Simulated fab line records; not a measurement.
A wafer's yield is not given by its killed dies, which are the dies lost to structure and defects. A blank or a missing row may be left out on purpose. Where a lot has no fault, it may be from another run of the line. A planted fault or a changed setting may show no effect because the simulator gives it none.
Split-lot trial | flow sky130 | route with 708 steps; 5 lots, 23 wafers read

== ABOUT THE SPLIT ==
At SKY_CONTACT_HDPCVD_02 (deposits SiO2, target thk 565 nm, time 94.2 s), the setting time-s was moved away from the recipe's 94.2 s on 8 of the 23 wafers read, by -10.5% to +11.8%. The other wafers ran this setting at the recipe's value.

Split to reading: the file shows no intervening step.

== THE READING ==
CONTACT_HDPCVD_THK in nanometres, read at SKY_CONTACT_THK_MEAS_03. On this fab line, fault-free wafers typically give 566 nm with a standard deviation of 7.2 nm.

wafer  | tool, chamber at the split | time-s as run, s | against the recipe | CONTACT_HDPCVD_THK, nm | against lot-mates on the recipe
L074.1 | hdpcvd-02, 0               | 84.32            | -10.5%             | 511                    | -60
L074.2 | hdpcvd-02, 2               | 84.32            | -10.5%             | 489                    | -82
L074.3 | hdpcvd-02, 1               | 94.2             | recipe             | 574                    | -
L074.5 | hdpcvd-02, 0               | 94.2             | recipe             | 569                    | -
L074.6 | hdpcvd-02, 2               | 84.32            | -10.5%             | 488                    | -84
L079.2 | hdpcvd-01, 2               | 94.2             | recipe             | 570                    | -
L079.4 | hdpcvd-01, 1               | 94.2             | recipe             | 569                    | -
L079.5 | hdpcvd-01, 0               | 94.2             | recipe             | 567                    | -
L082.1 | hdpcvd-02, 2,1             | 105.3            | +11.8%             | 622                    | +50
L082.2 | hdpcvd-02, 2,1             | 105.3            | +11.8%             | 638                    | +66
L082.3 | hdpcvd-02, 0               | 94.2             | recipe             | 568                    | -
L082.4 | hdpcvd-02, 1               | 94.2             | recipe             | 577                    | -
L082.6 | hdpcvd-02, 0               | 94.2             | recipe             | 572                    | -
L081.1 | hdpcvd-01, 2               | 94.2             | recipe             | 574                    | -
L081.2 | hdpcvd-01, 0               | 94.2             | recipe             | 567                    | -
L081.3 | hdpcvd-01, 1               | 94.2             | recipe             | 568                    | -
L081.4 | hdpcvd-01, 1               | 94.2             | recipe             | 564                    | -
L081.6 | hdpcvd-01, 2               | 94.2             | recipe             | 563                    | -
L084.1 | hdpcvd-02, 2               | 101              | +7.2%              | 600                    | +26
L084.2 | hdpcvd-02, 0               | 94.2             | recipe             | 576                    | -
L084.3 | hdpcvd-02, 1               | 101              | +7.2%              | 619                    | +45
L084.4 | hdpcvd-02, 0               | 94.2             | recipe             | 572                    | -
L084.6 | hdpcvd-02, 2               | 101              | +7.2%              | 605                    | +31
If several chambers appear in one row, that row covers several wafers at once and the file leaves open which wafer was in which chamber.

THE FIT
A straight line over all 23 wafers: CONTACT_HDPCVD_THK changes by +6.03 nm for each +1% of time-s; r = +0.98; the points scatter about the line by 8.1 nm.
The same after taking each lot's own level away (the mean of its wafers on the recipe; 23 wafers): +5.92 nm for each +1%; r = +0.97; scatter 8.5 nm.
According to that fit, moving time-s by its largest amount changes the reading by 70 nm.
The lots' own levels span 567.2 to 574.0 nm, that is 0.9 times the standard deviation above.
The two slopes are in agreement: the lot-to-lot level therefore moves the slope only a little.
Check: +70.1 nm against its lot-mates is what the line predicts for one of the wafers moved furthest among these (+11.8%) when that wafer is left out of the fit. It came out at +49.7 nm against them.

== THE OTHER SPLITS THESE WAFERS WENT THROUGH ==
Before the reading, these wafers also passed through other splits. Each is held against what the fit with the lots' levels taken away leaves over:
other split on the same wafers            | wafers away from the commonest value | r with CONTACT_HDPCVD_THK (lot level and that fit taken away)
SKY_LOCAL_INTERCONNECT_SPUTTER_00 power-w | 8                                    | +0.10
SKY_LOCAL_INTERCONNECT_ETCH_13 time-s     | 11                                   | -0.03

== THE WHOLE CHAIN: every reading that the file lists as answering this split, in the file's order ==
step                    | what it does                                  | reading                                                                           | change (the file's fit)              | r (the file's)
SKY_CONTACT_HDPCVD_02   | deposits SiO2, target thk 565 nm, time 94.2 s | SiO2_of_CONTACT_HDPCVD_02.thk-nm (the simulator's own value, which no gauge read) | +5.91 nm for each +1% of the setting | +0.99
SKY_CONTACT_THK_MEAS_03 |                                               | CONTACT_HDPCVD_THK                                                                | +5.69 for each +1% of the setting    | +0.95
SKY_CONTACT_CMP_04      | polishes SiO2                                 | time-to-endpoint-s                                                                | withheld for each +1% of the setting | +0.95

== FILE'S OWN FIT ==
CONTACT_HDPCVD_THK changes by +5.69 nm for each +1% of time-s, r = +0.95.
